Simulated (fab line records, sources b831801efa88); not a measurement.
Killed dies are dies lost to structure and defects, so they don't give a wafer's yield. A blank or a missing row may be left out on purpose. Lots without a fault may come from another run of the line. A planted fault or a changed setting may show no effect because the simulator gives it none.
Which tool did it? | flow gf180mcu | 12 lots, 36 wafers sampled, at 1 step of a route of 602

WHAT THE GAUGES READ, wafer by wafer
GF_CONTACT_BOW_MEAS_05.
lot  | measured     | on            | CONTACT_BOW (um)
L075 | day 15 15:11 | film_metro-01 | 72 55 60
L077 | day 16 04:19 | film_metro-01 | 71 83 79
L079 | day 17 04:49 | film_metro-01 | 67 58 72
L081 | day 17 14:23 | film_metro-03 | 72 77 60
L083 | day 18 05:16 | film_metro-04 | 67 65 61
L085 | day 19 03:34 | film_metro-01 | 79 57 64
L087 | day 20 04:01 | film_metro-04 | 74 63 62
L089 | day 20 11:38 | film_metro-03 | 80 75 59
L091 | day 22 00:40 | film_metro-04 | 71 59 89
L093 | day 22 06:11 | film_metro-03 | 72 77 85
L095 | day 22 11:11 | film_metro-04 | 68 69 72
L097 | day 23 16:53 | film_metro-03 | 67 62 65

WHICH TOOL RAN EACH LOT (tool, then ch and the chambers of the sampled wafers, then the start)
The record holds no process step before these readings.

THE ANSWER, worked out from the rows above alone
Rule: what is usual is taken from the lots themselves. Put in order of their means at a reading, lots are off if they are a third of the lots or fewer, leave a main group of 4 or more, and stand apart from it by a gap of 3 or more times the standard deviation of the main group's means; of several such gaps the widest counts. A main group whose means are all the same, to the digits that the tables above print for the reading, isn't used. A lot without any number at a reading at which 4 lots or more have one is off too. The other lots that the step has rows for count as sound.
No lot is off at any reading shown: from this, nothing can be told.

WHAT THE SIMULATOR HAD PUT IN
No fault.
